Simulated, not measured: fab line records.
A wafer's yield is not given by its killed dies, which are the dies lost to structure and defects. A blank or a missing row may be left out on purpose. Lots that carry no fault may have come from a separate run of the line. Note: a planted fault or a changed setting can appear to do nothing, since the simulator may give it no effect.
Struck lot and sound lot, side by side | flow sky130 | 15 steps out of a route of 708
Sound: the wafers L630.2, L630.3, L630.4. Struck: wafers L637.2, L637.4, L637.5. The cause comes at the end.
At each step with rows: each side's tool, then ch and its chambers, then its first start. Under that, the readings that differ: sound wafers | struck wafers | difference of the means | sigmas: that difference in standard deviations of wafers without a fault.
alike: readings with means less than 2 such deviations apart, plus words and numbers identical on both sides. not compared: withheld readings, readings lacking a value on some wafer, bounds such as >300 that could conceal the same value, and numbers that have no deviation in the record and whose values overlap.
The two part at a step that has a row with sigmas, a row that says differs or no value, or rows on one side only. When numbers do not overlap yet have no deviation, they are printed without sigmas and do not part them. A reading missing from all wafers of one side parts the sides only when that side holds two or more wafers.

first, 5 steps without rows for these wafers: SKY_SONOS_TUNNEL_COAT_02 (resist thk 1140 nm); SKY_SONOS_TUNNEL_SOFTBAKE_03 (time 60 s); SKY_SONOS_TUNNEL_EXPOSE_04 (exposes mask TUNM, target cd 410 nm); SKY_SONOS_TUNNEL_PEB_05; SKY_SONOS_TUNNEL_DEVELOP_06 (develop time 60 s).
SKY_SONOS_TUNNEL_CD_MEAS_07: the cd target is 410 nm.
  struck on cd_sem-02, day 13 20:17; sound on cd_sem-02, day 11 11:29
  alike: cd_nm
SKY_SONOS_TUNNEL_OVL_MEAS_08:
  struck on overlay-01, day 13 20:23; sound on overlay-02, day 11 11:35
  alike: SONOS_TUNNEL_OVL
then, 3 steps without rows for these wafers: SKY_SONOS_TUNNEL_IMPLANT_09; SKY_SONOS_TUNNEL_WET_ETCH_10 (etches SiO2 in dHF, target depth 14 nm, time 280 s); SKY_SONOS_TUNNEL_STRIP_11 (strips in SPM, time 600 s).
SKY_SONOS_TUNNEL_TW_MEAS_12:
  struck on film_metro-02, day 13 20:50; sound on film_metro-03, day 11 12:02
  alike: SONOS_TUNNEL_TW
then, 1 step without rows for these wafers: SKY_SONOS_TUNNEL_CLEAN_13 (cleans in dHF, time 20 s).
SKY_SONOS_ONO_OXIDATION_00: stabilise 600 s, purge 300 s, target thk 2.6 nm.
  sound on furnace-02 ch 0, day 11 12:37; struck on furnace-01 ch 0, day 13 21:14
  reading                                          | sound             | struck            | difference | sigmas
  zone_power_upper_pct (%)                         | 16.4 16.7 16.6    | 13.0 13.1 12.9    | -3.6       | -2
  model.SiO2_of_SONOS_ONO_OXIDATION_00.thk_nm (nm) | 2.565 2.603 2.564 | 2.265 2.269 2.248 | -0.317     |
  alike: ramp_up_c_per_min, tube_center_temp_C_max
SKY_SONOS_ONO_THK_MEAS_01:
  struck on film_metro-04, day 13 22:49; sound on film_metro-03, day 11 13:58
  reading                      | sound          | struck         | difference | sigmas
  SONOS_ONO_OXIDATION_THK (nm) | 2.55 2.58 2.53 | 2.29 2.35 2.21 | -0.27      | -5
  not compared: hold
-- a jump in the record: the struck wafers' starts before and after are 34 days apart (it breaks off in module SONOS_ONO and resumes in module PAD_OPEN, where the first step shown is number 708 of the route) --
SKY_PAD_OPEN_PROBE_99:
  struck on prober-02, day 47 18:20; sound on prober-02, day 45 17:26
  reading                               | sound                   | struck                  | difference | sigmas
  model.etest.cap_ono.gate_log10_a_cm2  | -7.519 -7.767 -7.604    | -7.383 -7.391 -7.514    | +0.201     |
  model.etest.cap_ono.gate_bv_v (V)     | 16.34 16.04 16.45       | 15.66 15.99 15.61       | -0.52      |
  model.etest.cap_ono.tox_acc_nm (nm)   | 12.61 12.72 12.66       | 12.47 12.43 12.5        | -0.20      |
  model.etest.sonos_erased.vt_v (V)     | -2.433 -2.376 -2.386    | -2.544 -2.518 -2.486    | -0.118     |
  model.etest.sonos_baked.vt_less_v (V) | -0.5461 -0.4922 -0.5565 | -0.5755 -0.6233 -0.5747 | -0.0596    |
  alike: killed_at_M0_to_M3, killed_at_M4_up, killed_at_contacts, killed_at_front_end, killed_at_other, killed_dies, killed_open, killed_short
  not compared: model.etest.sonos_erased.drive_ua_um

== WHERE THEY PART ==
Last at SKY_SONOS_ONO_THK_MEAS_01 as far as this record goes, first at SKY_SONOS_ONO_OXIDATION_00. Later steps at which nothing parts them and some readings are alike: SKY_PAD_OPEN_PROBE_99.

WHY: whatever the simulator had introduced
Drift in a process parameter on furnace-01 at SKY_SONOS_ONO_OXIDATION_00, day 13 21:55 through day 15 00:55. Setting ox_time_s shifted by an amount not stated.
